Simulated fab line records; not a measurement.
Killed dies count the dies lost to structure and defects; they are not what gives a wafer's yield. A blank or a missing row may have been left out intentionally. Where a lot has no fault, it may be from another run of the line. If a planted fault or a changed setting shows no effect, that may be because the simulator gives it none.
fab line records	flow sfq-line	part 1 of 2: steps 1 to 25 of 35
record: lots: 5	wafers: 15	last-day: 91
route steps=325 shown L0@12 L0V@16 M0@28 I0@43
lots untouched by any fault: they come from a run of this same line in which no faults occurred
start-h: the number of hours between the record's first day and the start of the first shown wafer of the lot	wait-h: hours since the lot's step before	" same as the row above	L1.1+2: several wafers, shown together as one row	- no value, or no start given	* or withheld: withheld	< > ~ a bound
route shown NAME@n: a module of which the file shows steps, and the number in the route of the first	usual: mean and standard deviation over wafers with no fault	same: alike in all rows	chamber/n: place in a boat	sites: per-site readings	_std_site: standard deviation across them	_edge_site: the outer-site mean with the inner-site mean subtracted	radius-mm: how far each site lies from the wafer's centre	mask NAME#n: copy n	behind: tool/chamber where the wafer was last shaped	hold: what put the lot on hold/how long, in hours/how the hold closed	device: the n, p or np transistor that did not switch	end of line: at the end of the route, the tests of the same wafers	a step without rows: its recipe alone	killed: the dies lost at the first sort to structure and to defects; this is not the yield of the wafer	map: per-die view of a wafer (x killed, . not killed, _ where there is no die)
set.NAME: the setting as run; set.NAME@STEP: as run at that earlier step	model.NAME: the simulator's own value behind a step, which no gauge read
lots at some steps of the route; a table a step, a row a wafer
services: a tool's chamber out of use, with start hour (start-h, from the record's first day; less than 0 if before it), hours out, and reason
== steps ==
step: SFQ_TRILAYER_L0_BARC_OPEN_METAL_ETCH_010
recipe: mask-material: PR	chemistry: O2	target-depth-nm: 125	target: BARC	icp-w: 600	bias-w: 80	pressure-mtorr: 10	time-s: 40.12
usual: drypump-motor-current-A: 6.0/0.5	oes-product-au: 0.697/0.0051
lot.wafer	tool	chamber	start-h	wait-h	drypump-motor-current-A	oes-product-au	rf-hours-counter-h
L082.3	rie-metal-01	1	134.86	0.1	6.6	0.697	-
L082.4	"	0	"	"	5.5	0.696	-
L082.5	"	0	"	"	5.5	0.704	-
L089.1	rie-metal-04	0	176.19	0.1	6.2	0.693	23
L089.4	"	0	"	"	6.2	0.691	-
L089.6	"	1	"	"	6.2	0.709	-
L091.2	rie-metal-04	0	186.99	0.1	6.2	0.689	24
L091.3	"	0	"	"	6.2	0.684	-
L091.5	"	1	"	"	6.2	0.705	-
L094.1	rie-metal-04	0	208.59	0.1	6.2	0.710	27
L094.3	"	0	"	"	6.2	0.697	-
L094.5	"	1	"	"	6.2	0.695	-
L097.1	rie-metal-01	0	231.64	0.1	5.5	0.694	133
L097.4	"	1	"	"	6.6	0.703	-
L097.6	"	0	"	"	5.5	0.686	-
step: SFQ_TRILAYER_L0_ETCH_METAL_ETCH_008
recipe: target: MoNx_KI	stop-on: SiO2	mask-material: PR	chemistry: SF6/O2	target-depth-nm: 50	icp-w: 600	bias-w: 80	pressure-mtorr: 10	time-s: 25
usual: drypump-motor-current-A: 6.0/0.5	oes-product-au: 0.876/0.007
lot.wafer	tool	chamber	start-h	wait-h	drypump-motor-current-A	oes-product-au	rf-hours-counter-h
L082.3	rie-metal-01	1	134.92	0.0	6.6	0.870	-
L082.4	"	0	"	"	5.5	0.885	-
L082.5	"	0	"	"	5.5	0.870	-
L089.1	rie-metal-04	0	176.25	0.0	6.2	0.880	23
L089.4	"	0	"	"	6.2	0.871	-
L089.6	"	1	"	"	6.2	0.865	-
L091.2	rie-metal-04	0	187.05	0.0	6.2	0.879	24
L091.3	"	0	"	"	6.2	0.873	-
L091.5	"	1	"	"	6.2	0.877	-
L094.1	rie-metal-04	0	208.65	0.0	6.1	0.864	27
L094.3	"	0	"	"	6.2	0.871	-
L094.5	"	1	"	"	6.3	0.873	-
L097.1	rie-metal-01	0	231.70	0.0	5.5	0.867	133
L097.4	"	1	"	"	6.6	0.872	-
L097.6	"	0	"	"	5.5	0.873	-
step: SFQ_TRILAYER_L0_STRIP_STRIP_009
recipe: gas: O2	power-w: 200	platen-temp-c: 40	overash-fraction: 0.65	chemistry: O2	pressure-mtorr: 50
usual: drypump-motor-current-A: 6.0/0.5	oes-product-au: 1.002/0.0097
lot.wafer	tool	chamber	start-h	wait-h	drypump-motor-current-A	oes-product-au	rf-hours-counter-h
L082.3	rie-metal-01	1	135.15	0.2	6.5	0.995	-
L082.4	"	0	"	"	5.5	0.995	-
L082.5	"	0	"	"	5.5	1.000	-
L089.1	rie-metal-04	0	176.29	0.0	6.1	1.012	23
L089.4	"	0	"	"	6.2	1.013	-
L089.6	"	1	"	"	6.2	1.025	-
L091.2	rie-metal-04	0	187.09	0.0	6.2	1.015	24
L091.3	"	0	"	"	6.2	1.005	-
L091.5	"	1	"	"	6.2	1.025	-
L094.1	rie-metal-04	0	208.69	0.0	6.2	1.005	27
L094.3	"	0	"	"	6.2	1.021	-
L094.5	"	1	"	"	6.2	1.022	-
L097.1	rie-metal-01	0	231.74	0.0	5.5	1.000	133
L097.4	"	1	"	"	6.5	0.994	-
L097.6	"	0	"	"	5.5	0.991	-
step: SFQ_TRILAYER_L0_STRIP_SOLV_CLEAN_010
recipe: chemistry: NMP	temp-c: 70	time-s: 600
lot.wafer	tool	chamber	start-h	wait-h
L082.3+4+5	wet-bench-01	7,1,0	135.55	0.2
L089.1+4+6	wet-bench-02	0,3,6	176.89	0.4
L091.2+3+5	wet-bench-04	3,1,2	187.69	0.4
L094.1+3+5	wet-bench-04	7,4,5	209.29	0.4
L097.1+4+6	wet-bench-02	1,4,5	232.34	0.4
step: SFQ_TRILAYER_L0_CAP_PECVD_011
recipe: material: SiO2	temp-c: 150	time-s: 13.333	pressure-torr: 2.4	rf-w: 183.3	precursor: SiH4/N2O	target-thk-nm: 60
usual: heater-power-w: 84/8.4	throttle-valve-pct: 25.3/1.4
lot.wafer	tool	chamber	start-h	wait-h	heater-power-w	throttle-valve-pct
L082.3	pecvd-02	1	135.72	0.0	81	25.8
L082.4	"	1	"	"	81	25.6
L082.5	"	0	"	"	88	23.8
L089.1	pecvd-04	2	177.07	0.0	93	24.5
L089.4	"	2	"	"	92	24.4
L089.6	"	1	"	"	81	24.3
L091.2	pecvd-04	0	187.87	0.0	71	28.2
L091.3	"	1	"	"	87	24.4
L091.5	"	1	"	"	85	24.3
L094.1	pecvd-01	1	209.64	0.0	92	24.7
L094.3	"	2	"	"	85	25.4
L094.5	"	2	"	"	87	25.5
L097.1	pecvd-01	0	232.52	0.0	88	25.7
L097.4	"	1	"	"	100	24.7
L097.6	"	2	"	"	81	25.5
step: SFQ_TRILAYER_L0_VIA_LITHO_COAT_018
recipe: resist: BARC	spin-rpm: 3000	resist-thk-nm: 62
usual: resist-line-temp-C: 23.00/0.11
lot.wafer	tool	chamber	start-h	wait-h	resist-line-temp-C
L082.3	litho-track-03	0	135.85	0.1	22.81
L082.4	"	0	"	"	22.91
L082.5	"	0	"	"	22.82
L089.1	litho-track-03	0	177.09	0.0	23.06
L089.4	"	0	"	"	23.15
L089.6	"	0	"	"	23.01
L091.2	litho-track-02	0	188.24	0.4	23.04
L091.3	"	0	"	"	23.02
L091.5	"	0	"	"	22.97
L094.1	litho-track-01	0	209.67	0.0	23.07
L094.3	"	0	"	"	23.28
L094.5	"	0	"	"	23.24
L097.1	litho-track-03	0	232.54	0.0	23.05
L097.4	"	0	"	"	22.98
L097.6	"	0	"	"	22.91
step: SFQ_TRILAYER_L0_VIA_LITHO_COAT_013
recipe: resist: KrF	spin-rpm: 3000	resist-thk-nm: 650
usual: resist-line-temp-C: 23.02/0.1
lot.wafer	tool	chamber	start-h	wait-h	resist-line-temp-C
L082.3	litho-track-03	0	136.15	0.2	23.03
L082.4	"	0	"	"	22.90
L082.5	"	0	"	"	22.97
L089.1	litho-track-03	0	177.39	0.2	23.01
L089.4	"	0	"	"	23.09
L089.6	"	0	"	"	22.96
L091.2	litho-track-02	0	188.54	0.2	23.16
L091.3	"	0	"	"	23.10
L091.5	"	0	"	"	22.99
L094.1	litho-track-01	0	209.97	0.2	22.88
L094.3	"	0	"	"	23.02
L094.5	"	0	"	"	22.89
L097.1	litho-track-03	0	232.84	0.2	23.01
L097.4	"	0	"	"	23.10
L097.6	"	0	"	"	23.00
step: SFQ_TRILAYER_L0_VIA_LITHO_SOFTBAKE_017
recipe: temp-c: withheld	time-s: withheld	resist: KrF
usual: resist-line-temp-C: *
lot.wafer	tool	chamber	start-h	wait-h	resist-line-temp-C
L082.3	litho-track-03	0	136.40	0.2	*
L082.4	"	0	"	"	*
L082.5	"	0	"	"	*
L089.1	litho-track-03	0	177.69	0.2	*
L089.4	"	0	"	"	*
L089.6	"	0	"	"	*
L091.2	litho-track-02	0	188.81	0.2	*
L091.3	"	0	"	"	*
L091.5	"	0	"	"	*
L094.1	litho-track-01	0	210.27	0.2	*
L094.3	"	0	"	"	*
L094.5	"	0	"	"	*
L097.1	litho-track-03	0	233.14	0.2	*
L097.4	"	0	"	"	*
L097.6	"	0	"	"	*
step: SFQ_TRILAYER_L0_VIA_LITHO_EXPOSE_014
recipe: mask-id: L0V	na: 0.6	source-shape: conventional	sigma-outer: 0.65	target-cd-nm: 700	dose-mj: 21.3
lot.wafer	tool	chamber	start-h	wait-h	mask
L082.3+4+5	krf-scanner-02	0	236.54	-	L0V#0
L089.1+4+6	krf-scanner-01	0	284.26	-	L0V#0
L091.2+3+5	krf-scanner-01	0	302.46	-	L0V#0
L094.1+3+5	krf-scanner-02	0	328.79	-	L0V#0
L097.1+4+6	krf-scanner-01	0	353.60	-	L0V#0
step: SFQ_TRILAYER_L0_VIA_LITHO_PEB_016
recipe: peb-temp-c: 116	peb-time-s: 60	resist: KrF
usual: resist-line-temp-C: 22.99/0.1
lot.wafer	tool	chamber	start-h	wait-h	resist-line-temp-C
L082.3	litho-track-02	0	237.39	0.7	23.14
L082.4	"	0	"	"	22.85
L082.5	"	0	"	"	23.04
L089.1	litho-track-01	0	285.46	1.0	22.88
L089.4	"	0	"	"	23.06
L089.6	"	0	"	"	22.92
L091.2	litho-track-01	0	303.49	0.8	22.95
L091.3	"	0	"	"	23.21
L091.5	"	0	"	"	23.10
L094.1	litho-track-01	0	329.99	1.0	22.85
L094.3	"	0	"	"	22.91
L094.5	"	0	"	"	22.79
L097.1	litho-track-03	0	354.80	1.0	22.94
L097.4	"	0	"	"	22.83
L097.6	"	0	"	"	22.98
step: SFQ_TRILAYER_L0_VIA_LITHO_DEVELOP_015
recipe: time-s: 60	resist: KrF
usual: resist-line-temp-C: 23.01/0.11
lot.wafer	tool	chamber	start-h	wait-h	resist-line-temp-C
L082.3	litho-track-02	0	237.54	0.1	23.02
L082.4	"	0	"	"	22.83
L082.5	"	0	"	"	23.05
L089.1	litho-track-01	0	285.61	0.1	22.95
L089.4	"	0	"	"	23.02
L089.6	"	0	"	"	23.09
L091.2	litho-track-01	0	303.64	0.1	22.80
L091.3	"	0	"	"	22.99
L091.5	"	0	"	"	23.05
L094.1	litho-track-01	0	330.14	0.1	22.89
L094.3	"	0	"	"	22.91
L094.5	"	0	"	"	23.05
L097.1	litho-track-03	0	354.95	0.1	22.94
L097.4	"	0	"	"	22.93
L097.6	"	0	"	"	22.98
step: SFQ_L0V_OVL_MEAS_903
usual: L0V_OVL: -2/5.1
lot.wafer	tool	chamber	start-h	wait-h	L0V_OVL[nm]
L082.3	overlay-01	-	237.65	0.1	-4
L082.4	"	-	"	"	-2
L082.5	"	-	"	"	-4
L089.1	overlay-01	-	285.76	0.1	-3
L089.4	"	-	"	"	-1
L089.6	"	-	"	"	-1
L091.2	overlay-01	-	303.77	0.1	-2
L091.3	"	-	"	"	-4
L091.5	"	-	"	"	-11
L094.1	overlay-02	-	330.29	0.1	-10
L094.3	"	-	"	"	-9
L094.5	"	-	"	"	-8
L097.1	overlay-01	-	355.10	0.1	-4
L097.4	"	-	"	"	-8
L097.6	"	-	"	"	-6
step: SFQ_TRILAYER_L0_VIA_BARC_OPEN_VIA_ETCH_021
recipe: mask-material: PR	chemistry: O2	target-depth-nm: 125	target: BARC	source-w: 500	bias-w: 80	pressure-mtorr: 30	time-s: 41.7
usual: drypump-motor-current-A: 5.8/0.51	oes-product-au: 0.685/0.0045
lot.wafer	tool	chamber	start-h	wait-h	drypump-motor-current-A	oes-product-au	rf-hours-counter-h
L082.3	rie-diel-01	1	237.67	0.0	6.0	0.678	29
L082.4	"	2	"	"	6.5	0.692	122
L082.5	"	3	"	"	6.2	0.681	-
L089.1	rie-diel-01	1	285.80	0.0	6.0	0.693	29
L089.4	"	3	"	"	6.2	0.691	-
L089.6	"	1	"	"	6.0	0.689	-
L091.2	rie-diel-03	2	303.80	0.0	5.7	0.677	44
L091.3	"	3	"	"	5.9	0.692	20
L091.5	"	0	"	"	5.8	0.688	-
L094.1	rie-diel-01	1	330.32	0.0	6.0	0.683	30
L094.3	"	3	"	"	6.2	0.691	119
L094.5	"	0	"	"	6.0	0.686	-
L097.1	rie-diel-04	2	355.13	0.0	6.5	0.685	2
L097.4	"	1	"	"	4.7	0.688	47
L097.6	"	2	"	"	6.5	0.681	-
step: SFQ_TRILAYER_L0_VIA_ETCH_VIA_ETCH_016
recipe: target: SiO2	stop-on: MoNx_KI	mask-material: PR	chemistry: CHF3	target-depth-nm: 80	source-w: 500	bias-w: 80	pressure-mtorr: 30	time-s: withheld
usual: drypump-motor-current-A: 5.8/0.51	oes-product-au: 0.841/0.0081
lot.wafer	tool	chamber	start-h	wait-h	drypump-motor-current-A	oes-product-au
L082.3	rie-diel-01	1	237.71	0.0	6.0	0.853
L082.4	"	2	"	"	6.4	0.857
L082.5	"	3	"	"	6.2	0.850
L089.1	rie-diel-01	1	285.84	0.0	6.0	0.837
L089.4	"	3	"	"	6.2	0.844
L089.6	"	1	"	"	6.0	0.839
L091.2	rie-diel-03	2	303.84	0.0	5.7	0.841
L091.3	"	3	"	"	5.9	0.848
L091.5	"	0	"	"	5.7	0.844
L094.1	rie-diel-01	1	330.36	0.0	6.0	0.833
L094.3	"	3	"	"	6.2	0.831
L094.5	"	0	"	"	5.9	0.841
L097.1	rie-diel-04	2	355.17	0.0	6.5	0.831
L097.4	"	1	"	"	4.7	0.846
L097.6	"	2	"	"	6.6	0.839
step: SFQ_TRILAYER_L0_VIA_STRIP_STRIP_017
recipe: gas: O2	power-w: 200	platen-temp-c: 40	overash-fraction: 0.65	chemistry: O2	pressure-mtorr: 50
usual: drypump-motor-current-A: 5.7/0.56	oes-product-au: 0.998/0.0087
lot.wafer	tool	chamber	start-h	wait-h	drypump-motor-current-A	oes-product-au	rf-hours-counter-h
L082.3	rie-metal-01	1	237.96	-	6.5	0.981	-
L082.4	"	0	"	"	5.5	0.987	-
L082.5	"	0	"	"	5.5	0.999	-
L089.1	rie-metal-01	0	285.88	-	5.5	1.004	142
L089.4	"	1	"	"	6.6	0.988	-
L089.6	"	0	"	"	5.5	1.013	-
L091.2	rie-metal-01	0	303.88	-	5.5	1.005	144
L091.3	"	0	"	"	5.5	1.006	-
L091.5	"	1	"	"	6.6	1.001	-
L094.1	rie-metal-03	0	330.41	-	5.5	1.012	10
L094.3	"	1	"	"	5.2	0.994	-
L094.5	"	0	"	"	5.5	1.001	-
L097.1	rie-metal-01	1	355.22	-	6.6	0.988	34
L097.4	"	0	"	"	5.5	0.995	-
L097.6	"	0	"	"	5.5	0.994	-
step: SFQ_TRILAYER_L0_VIA_STRIP_SOLV_CLEAN_018
recipe: chemistry: NMP	temp-c: 70	time-s: 600
lot.wafer	tool	chamber	start-h	wait-h
L082.3+4+5	wet-bench-02	7,0,3	238.36	0.2
L089.1+4+6	wet-bench-03	6,4,3	286.48	0.4
L091.2+3+5	wet-bench-02	0,5,6	304.48	0.4
L094.1+3+5	wet-bench-02	2,6,7	331.01	0.4
L097.1+4+6	wet-bench-03	2,1,4	355.82	0.4
step: SFQ_TRILAYER_M0_DEP_PRE_CLEAN_020
recipe: gas: Ar	time-s: 15	bias-v: 250
lot.wafer	tool	chamber	start-h	wait-h
L082.3+4+5	pvd-sputter-05	-	238.71	0.0
L089.1+4+6	pvd-sputter-03	-	286.66	0.0
L091.2+3+5	pvd-sputter-03	-	304.66	0.0
L094.1+3+5	pvd-sputter-03	-	331.18	0.0
L097.1+4+6	pvd-sputter-03	-	355.99	0.0
step: SFQ_TRILAYER_M0_DEP_SPUTTER_019
recipe: material: Nb	base-pressure-pa: 1.33e-06	chamber-pressure-pa: 0.1333	substrate-temp-c: 20	resputter-cathode-voltage-v: 400	target-thk-nm: 200	power-w: 2000	time-s: 133.3
usual: throttle-valve-pct: 30.5/1.1
lot.wafer	tool	chamber	start-h	wait-h	throttle-valve-pct
L082.3	pvd-sputter-05	-	238.73	0.0	29.6
L082.4	"	-	"	"	31.2
L082.5	"	-	"	"	31.1
L089.1	pvd-sputter-03	-	286.68	0.0	30.3
L089.4	"	-	"	"	31.3
L089.6	"	-	"	"	31.2
L091.2	pvd-sputter-03	-	304.68	0.0	30.4
L091.3	"	-	"	"	31.3
L091.5	"	-	"	"	30.9
L094.1	pvd-sputter-03	-	331.21	0.0	31.1
L094.3	"	-	"	"	31.5
L094.5	"	-	"	"	31.2
L097.1	pvd-sputter-03	-	356.02	0.0	31.0
L097.4	"	-	"	"	31.1
L097.6	"	-	"	"	30.3
step: SFQ_M0_RS_MEAS_904
recipe: thk-meas-gauge: four-point-probe	reads: Nb_of_TRILAYER_M0_DEP_SPUTTER_019
usual: M0_NB_RS: 0.891/0.0078
lot.wafer	tool	chamber	start-h	wait-h	M0_NB_RS[ohm/sq]
L082.3	film-metro-04	-	238.87	0.1	0.900
L082.4	"	-	"	"	0.908
L082.5	"	-	"	"	0.910
L089.1	film-metro-03	-	286.78	0.0	0.878
L089.4	"	-	"	"	0.890
L089.6	"	-	"	"	0.886
L091.2	film-metro-01	-	304.80	0.1	0.886
L091.3	"	-	"	"	0.884
L091.5	"	-	"	"	0.891
L094.1	film-metro-01	-	331.30	0.0	0.892
L094.3	"	-	"	"	0.894
L094.5	"	-	"	"	0.891
L097.1	film-metro-03	-	356.11	0.0	0.879
L097.4	"	-	"	"	0.896
L097.6	"	-	"	"	0.877
step: SFQ_TRILAYER_M0_LITHO_COAT_026
recipe: resist: BARC	spin-rpm: 3000	resist-thk-nm: 62
usual: resist-line-temp-C: 23.00/0.1
lot.wafer	tool	chamber	start-h	wait-h	resist-line-temp-C
L082.3	litho-track-01	0	239.11	0.1	23.00
L082.4	"	0	"	"	22.86
L082.5	"	0	"	"	23.09
L089.1	litho-track-01	0	286.96	0.1	22.84
L089.4	"	0	"	"	22.85
L089.6	"	0	"	"	22.89
L091.2	litho-track-01	0	305.01	0.1	23.04
L091.3	"	0	"	"	23.08
L091.5	"	0	"	"	23.28
L094.1	litho-track-04	0	331.48	0.1	23.06
L094.3	"	0	"	"	23.11
L094.5	"	0	"	"	22.96
L097.1	litho-track-04	0	356.30	0.1	22.97
L097.4	"	0	"	"	23.03
L097.6	"	0	"	"	22.95
step: SFQ_TRILAYER_M0_LITHO_COAT_021
recipe: resist: KrF	spin-rpm: 3000	resist-thk-nm: 600
usual: resist-line-temp-C: 23.01/0.11
lot.wafer	tool	chamber	start-h	wait-h	resist-line-temp-C
L082.3	litho-track-01	0	239.41	0.2	22.95
L082.4	"	0	"	"	23.01
L082.5	"	0	"	"	23.15
L089.1	litho-track-01	0	287.26	0.2	23.08
L089.4	"	0	"	"	22.92
L089.6	"	0	"	"	22.96
L091.2	litho-track-01	0	305.31	0.2	23.06
L091.3	"	0	"	"	22.88
L091.5	"	0	"	"	23.06
L094.1	litho-track-04	0	331.78	0.2	23.06
L094.3	"	0	"	"	22.96
L094.5	"	0	"	"	22.99
L097.1	litho-track-04	0	356.60	0.2	22.92
L097.4	"	0	"	"	22.84
L097.6	"	0	"	"	23.04
step: SFQ_TRILAYER_M0_LITHO_SOFTBAKE_025
recipe: temp-c: withheld	time-s: withheld	resist: KrF
usual: resist-line-temp-C: *
lot.wafer	tool	chamber	start-h	wait-h	resist-line-temp-C
L082.3	litho-track-01	0	239.66	0.2	*
L082.4	"	0	"	"	*
L082.5	"	0	"	"	*
L089.1	litho-track-01	0	287.56	0.2	*
L089.4	"	0	"	"	*
L089.6	"	0	"	"	*
L091.2	litho-track-01	0	305.58	0.2	*
L091.3	"	0	"	"	*
L091.5	"	0	"	"	*
L094.1	litho-track-04	0	332.08	0.2	*
L094.3	"	0	"	"	*
L094.5	"	0	"	"	*
L097.1	litho-track-04	0	356.90	0.2	*
L097.4	"	0	"	"	*
L097.6	"	0	"	"	*
step: SFQ_TRILAYER_M0_LITHO_EXPOSE_022
recipe: mask-id: M0	na: 0.6	source-shape: conventional	sigma-outer: 0.65	target-cd-nm: 500	dose-mj: 14.4
lot.wafer	tool	chamber	start-h	wait-h	mask
L082.3+4+5	krf-scanner-02	0	338.79	-	M0#0
L089.1+4+6	krf-scanner-02	0	410.12	-	M0#0
L091.2+3+5	krf-scanner-01	0	438.75	-	M0#0
L094.1+3+5	krf-scanner-01	0	466.15	-	M0#0
L097.1+4+6	krf-scanner-02	0	502.27	-	M0#0
step: SFQ_TRILAYER_M0_LITHO_PEB_024
recipe: peb-temp-c: 115	peb-time-s: 60	resist: KrF
usual: resist-line-temp-C: 23.00/0.12
lot.wafer	tool	chamber	start-h	wait-h	resist-line-temp-C
L082.3	litho-track-02	0	339.64	0.7	22.77
L082.4	"	0	"	"	22.91
L082.5	"	0	"	"	22.77
L089.1	litho-track-01	0	411.32	1.0	23.03
L089.4	"	0	"	"	23.11
L089.6	"	0	"	"	23.18
L091.2	litho-track-01	0	439.77	0.8	22.68
L091.3	"	0	"	"	22.95
L091.5	"	0	"	"	22.98
L094.1	litho-track-01	0	467.35	1.0	22.98
L094.3	"	0	"	"	22.76
L094.5	"	0	"	"	22.83
L097.1	litho-track-04	0	503.47	1.0	22.82
L097.4	"	0	"	"	22.81
L097.6	"	0	"	"	22.85
step: SFQ_TRILAYER_M0_LITHO_DEVELOP_023
recipe: time-s: 60	resist: KrF
usual: resist-line-temp-C: 23.00/0.1
lot.wafer	tool	chamber	start-h	wait-h	resist-line-temp-C
L082.3	litho-track-02	0	339.79	0.1	22.98
L082.4	"	0	"	"	22.92
L082.5	"	0	"	"	22.84
L089.1	litho-track-01	0	411.47	0.1	22.95
L089.4	"	0	"	"	22.86
L089.6	"	0	"	"	22.94
L091.2	litho-track-01	0	439.92	0.1	23.08
L091.3	"	0	"	"	23.13
L091.5	"	0	"	"	23.23
L094.1	litho-track-01	0	467.50	0.1	22.92
L094.3	"	0	"	"	23.04
L094.5	"	0	"	"	23.01
L097.1	litho-track-04	0	503.62	0.1	23.00
L097.4	"	0	"	"	23.15
L097.6	"	0	"	"	23.04
